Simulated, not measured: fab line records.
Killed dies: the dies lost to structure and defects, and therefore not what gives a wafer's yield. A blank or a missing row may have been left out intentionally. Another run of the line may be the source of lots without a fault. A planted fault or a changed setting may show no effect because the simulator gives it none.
Which of the tools did it? + flow gf180mcu + 11 lots with 33 wafers sampled at 5 steps, on a route of 602 steps

## WHAT THE GAUGES READ, wafer by wafer
GF_V4_THK_MEAS_03. Usual: V4_CVD_02_THK typically reads 849 nm, with standard deviation 13.
| lot  | measured     | on            | V4_CVD_02_THK (nm) | flag |
|------|--------------|---------------|--------------------|------|
| L766 | day 24 11:09 | film metro-03 | 833 840 852        |      |
| L767 | day 24 19:11 | film metro-04 | 863 871 877        |      |
| L770 | day 25 21:35 | film metro-01 | 855 877 866        |      |
| L772 | day 26 15:46 | film metro-01 | 836 841 854        |      |
| L773 | day 26 20:49 | film metro-04 | 848 851 849        |      |
| L774 | day 27 02:49 | film metro-04 | 835 865 864        |      |
| L775 | day 27 14:34 | film metro-03 | 828 825 851        |      |
| L776 | day 27 22:04 | film metro-04 | 849 833 856        |      |
| L777 | day 28 03:56 | film metro-04 | 836 848 850        |      |
| L778 | day 28 12:39 | film metro-01 | 851 850 859        |      |
| L786 | day 30 15:46 | film metro-04 | 838 826 834        |      |

GF_V4_CD_MEAS_14 targets a cd of 260 nm. Usual: cd nm at 259.9 nm, with a standard deviation of 1.3.
| lot  | measured     | on        | cd nm (nm)        | flag |
|------|--------------|-----------|-------------------|------|
| L766 | day 25 09:37 | cd sem-01 | 259.0 258.7 257.8 |      |
| L767 | day 25 16:55 | cd sem-02 | 261.4 261.4 261.0 |      |
| L770 | day 26 18:16 | cd sem-01 | 259.6 260.9 260.5 |      |
| L772 | day 27 12:26 | cd sem-01 | 258.7 258.8 259.5 |      |
| L773 | day 27 16:52 | cd sem-01 | 260.0 259.6 259.0 |      |
| L774 | day 27 23:37 | cd sem-01 | 259.4 260.1 259.3 |      |
| L775 | day 28 10:56 | cd sem-02 | 260.0 258.4 259.6 |      |
| L776 | day 28 18:28 | cd sem-02 | 261.0 263.2 261.6 |      |
| L777 | day 28 23:21 | cd sem-02 | 259.7 260.2 259.6 |      |
| L778 | day 29 08:37 | cd sem-02 | 260.4 260.3 259.5 |      |
| L786 | day 31 09:47 | cd sem-01 | 259.5 259.0 259.5 |      |

GF_MIM_THK_MEAS_11: measures by xrf. Usual: MIM_ALCU_THK typically reads 195.8 nm, with standard deviation 2.
| lot  | measured     | on            | MIM_ALCU_THK (nm) | flag |
|------|--------------|---------------|-------------------|------|
| L766 | day 25 12:02 | film metro-02 | 194.3 192.9 194.9 |      |
| L767 | day 25 19:01 | film metro-02 | 195.4 194.4 194.0 |      |
| L770 | day 26 20:19 | film metro-02 | 197.7 199.0 196.4 |      |
| L772 | day 27 14:29 | film metro-01 | 194.9 198.0 194.2 |      |
| L773 | day 27 18:53 | film metro-04 | 197.1 196.3 197.9 |      |
| L774 | day 28 01:39 | film metro-04 | 194.1 195.6 195.6 |      |
| L775 | day 28 12:59 | film metro-02 | 193.5 194.1 194.2 |      |
| L776 | day 28 20:38 | film metro-01 | 193.8 195.6 197.3 |      |
| L777 | day 29 01:30 | film metro-04 | 211.4 211.8 212.8 | OFF  |
| L778 | day 29 10:41 | film metro-02 | 210.7 208.4 209.3 | OFF  |
| L786 | day 31 11:52 | film metro-04 | 199.4 194.3 195.0 |      |

## TOOL THAT RAN EACH LOT (tool first, then ch and the chambers of the sampled wafers, then the start)
| lot  | GF_MIM_SPUTTER_07            | GF_MIM_SPUTTER_09            |
|------|------------------------------|------------------------------|
| L766 | pvd sputter-01, day 25 11:49 | pvd sputter-01, day 25 11:52 |
| L767 | pvd sputter-04, day 25 18:48 | pvd sputter-04, day 25 18:52 |
| L770 | pvd sputter-04, day 26 20:05 | pvd sputter-04, day 26 20:10 |
| L772 | pvd sputter-01, day 27 14:15 | pvd sputter-01, day 27 14:19 |
| L773 | pvd sputter-04, day 27 18:39 | pvd sputter-04, day 27 18:43 |
| L774 | pvd sputter-04, day 28 01:25 | pvd sputter-04, day 28 01:29 |
| L775 | pvd sputter-04, day 28 12:46 | pvd sputter-04, day 28 12:50 |
| L776 | pvd sputter-01, day 28 20:25 | pvd sputter-01, day 28 20:28 |
| L777 | pvd sputter-01, day 29 01:16 | pvd sputter-01, day 29 01:20 |
| L778 | pvd sputter-04, day 29 10:28 | pvd sputter-04, day 29 10:32 |
| L786 | pvd sputter-04, day 31 11:37 | pvd sputter-04, day 31 11:41 |
- GF_MIM_SPUTTER_07: material TiN, target thk 60 nm, time 50 s.
- GF_MIM_SPUTTER_09: material TiN, target thk 35 nm, time 29.2 s.

## AS READ BY THE TOOLS THEMSELVES (means over the sampled wafers that have a number; for cases with no such wafer, the mark the record gives instead)
GF_MIM_SPUTTER_07. Usual: cathode dc power W 6500.0 W, standard deviation 1.1; chamber pressure pa 0.4000 Pa, standard deviation 0.00096; throttle valve pct 30.5 %, standard deviation 0.81.
| lot  | tool           | cathode dc power W (W) | chamber pressure pa (Pa) | throttle valve pct (%) | flag |
|------|----------------|------------------------|--------------------------|------------------------|------|
| L766 | pvd sputter-01 | 6499.6                 | 0.4000                   | 30.9                   |      |
| L767 | pvd sputter-04 | 6499.9                 | 0.3998                   | 29.4                   |      |
| L770 | pvd sputter-04 | 6501.1                 | 0.3995                   | 31.3                   |      |
| L772 | pvd sputter-01 | 6499.2                 | 0.4004                   | 30.4                   |      |
| L773 | pvd sputter-04 | 6501.1                 | 0.3995                   | 31.4                   |      |
| L774 | pvd sputter-04 | 6498.1                 | 0.3991                   | 31.5                   |      |
| L775 | pvd sputter-04 | 6499.6                 | 0.4006                   | 30.2                   |      |
| L776 | pvd sputter-01 | 6500.4                 | 0.4012                   | 30.5                   |      |
| L777 | pvd sputter-01 | 6499.3                 | 0.3999                   | 30.8                   |      |
| L778 | pvd sputter-04 | 6499.3                 | 0.3989                   | 30.3                   |      |
| L786 | pvd sputter-04 | 6500.0                 | 0.4002                   | 31.3                   |      |

GF_MIM_SPUTTER_09. Usual: cathode dc power W 6499.9 W, standard deviation 1.2; chamber pressure pa 0.4000 Pa, standard deviation 0.00074; throttle valve pct 30.5 %, standard deviation 0.81.
| lot  | tool           | cathode dc power W (W) | chamber pressure pa (Pa) | throttle valve pct (%) | flag |
|------|----------------|------------------------|--------------------------|------------------------|------|
| L766 | pvd sputter-01 | 6500.0                 | 0.3996                   | 30.8                   |      |
| L767 | pvd sputter-04 | 6500.1                 | 0.3996                   | 29.6                   |      |
| L770 | pvd sputter-04 | 6500.8                 | 0.4001                   | 31.0                   |      |
| L772 | pvd sputter-01 | 6499.9                 | 0.3994                   | 30.5                   |      |
| L773 | pvd sputter-04 | 6501.2                 | 0.4004                   | 31.3                   |      |
| L774 | pvd sputter-04 | 6499.3                 | 0.3995                   | 31.2                   |      |
| L775 | pvd sputter-04 | 6500.5                 | 0.3997                   | 30.4                   |      |
| L776 | pvd sputter-01 | 6500.2                 | 0.3998                   | 30.6                   |      |
| L777 | pvd sputter-01 | -                      | -                        | -                      | OFF  |
| L778 | pvd sputter-04 | -                      | -                        | -                      | OFF  |
| L786 | pvd sputter-04 | 6499.1                 | 0.4000                   | 31.4                   |      |

## THE ANSWER, worked out from the rows above alone
Rule: a lot is off if the mean of its wafers that have a number lies more than 3 standard deviations from the usual mean. A lot without any number at a reading at which 4 lots or more have one is off too. The other lots that the step has rows for count as sound. Order of review: gauges by route order, followed by the tools' own readings, for which a lot's mean as printed above is used. The first step at which some lot is off is used, and at that step the reading that is off furthest; a lot without a number counts as furthest.
Off: L777, L778, seen at GF_MIM_THK_MEAS_11 (MIM_ALCU_THK).
A tool fits if, at a process step before that reading, it ran every lot that is off, and no sound lot after the first of them. The gauges at GF_MIM_THK_MEAS_11 aren't tried: what is off there is off at GF_MIM_SPUTTER_09 too, on other tools, and a gauge's error can't cause that. None of those tried fits.

## WHAT THE SIMULATOR PUT IN
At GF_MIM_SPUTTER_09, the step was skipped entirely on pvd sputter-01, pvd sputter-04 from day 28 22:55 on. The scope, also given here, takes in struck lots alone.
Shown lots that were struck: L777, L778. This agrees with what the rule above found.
